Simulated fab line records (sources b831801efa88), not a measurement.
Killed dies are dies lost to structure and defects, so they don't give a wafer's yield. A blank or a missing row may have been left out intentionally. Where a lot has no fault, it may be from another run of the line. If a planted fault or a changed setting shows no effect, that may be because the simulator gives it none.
8D (eight disciplines) problem report, filled in by code | flow gf180mcu | the parts of the form that need people (team, actions taken, sign-off) are left out

## 1. WHAT IS WRONG
Wafers without a fault read 60.00 rpm, standard deviation 0.044; platen rpm at GF_V1_CMP_04 reads a mean of 66.02 rpm on 9 wafers belonging to 3 lots. So: +99 or more standard deviations from the usual mean.
The step: polishes SiO2.
Earliest sighting: wafer L477.2 on cmp-02 at day 21 16:33. Wafers with a number at this step in the record: 36, from 12 lots. Rule for "out", or "out of limits": more than 4 standard deviations from the usual mean. All remaining wafers that have a number are taken as sound.

## 2. WHAT IT IS, WHAT IT ISN'T
question                    | is                     | is not
which readings at this step | platen rpm             | edge zone pressure frac, motor current A, slurry flow ml min
which lots                  | L477, L479, L480       | L471, L473, L476, L481, L482, L484, L486, L487, L488
which wafers of those lots  | all that have a number | -
read on which tools         | cmp-02                 | cmp-01
when                        | from day 21 16:33      | up to then (9 sound wafers); but 18 sound wafers of L481, L482, L484, L486, L487, L488 came after

## 3. WHAT RULES OUT EACH SUSPECT
Counting: a tool stays on the suspect list if, at a process step up to the reading, it processed all lots that are out and no sound lot following the first of them.
- cmp-02 at GF_V1_CMP_04 (polishes SiO2): ruled out as a lasting fault. Sound lots L487, L488 ran on it after its first lot that is out, L477 (day 21 16:33).
Left after counting: nothing in the record.

## 4. THE CAUSE (what the simulator had put in)
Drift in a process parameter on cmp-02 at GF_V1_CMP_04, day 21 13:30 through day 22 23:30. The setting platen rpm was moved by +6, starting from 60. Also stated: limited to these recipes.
Counting ruled it out, wrongly.

## 5. SEQUENCE OF EFFECTS, ordered by route
Rows list readings where the struck wafers' mean (over those with a number) sits beyond 3 standard deviations from the usual. Scope: only readings with a usual standard deviation given in the record; hours: median across lots of the time from each lot's start at the first step in this table that gives one to its start at this step; sigmas: change in usual standard deviations.
hours | step         | reading    | usual     | on struck wafers | change | sigmas
0     | GF_V1_CMP_04 | platen rpm | 60.00 rpm | 66.02            | +6.02  | +99 or more
It contains these process steps:
- GF_V1_CMP_04: polishes SiO2.
Later measuring or inspecting steps at which every struck wafer that the step has a row for has a number for every such reading, and none has moved that far: GF_V2_THK_MEAS_03.

## 6. HOW IT WOULD HAVE BEEN CAUGHT EARLIER
3 hours passed between the start of the fault at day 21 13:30 and the first reading out of limits in this record, taken at day 21 16:33.
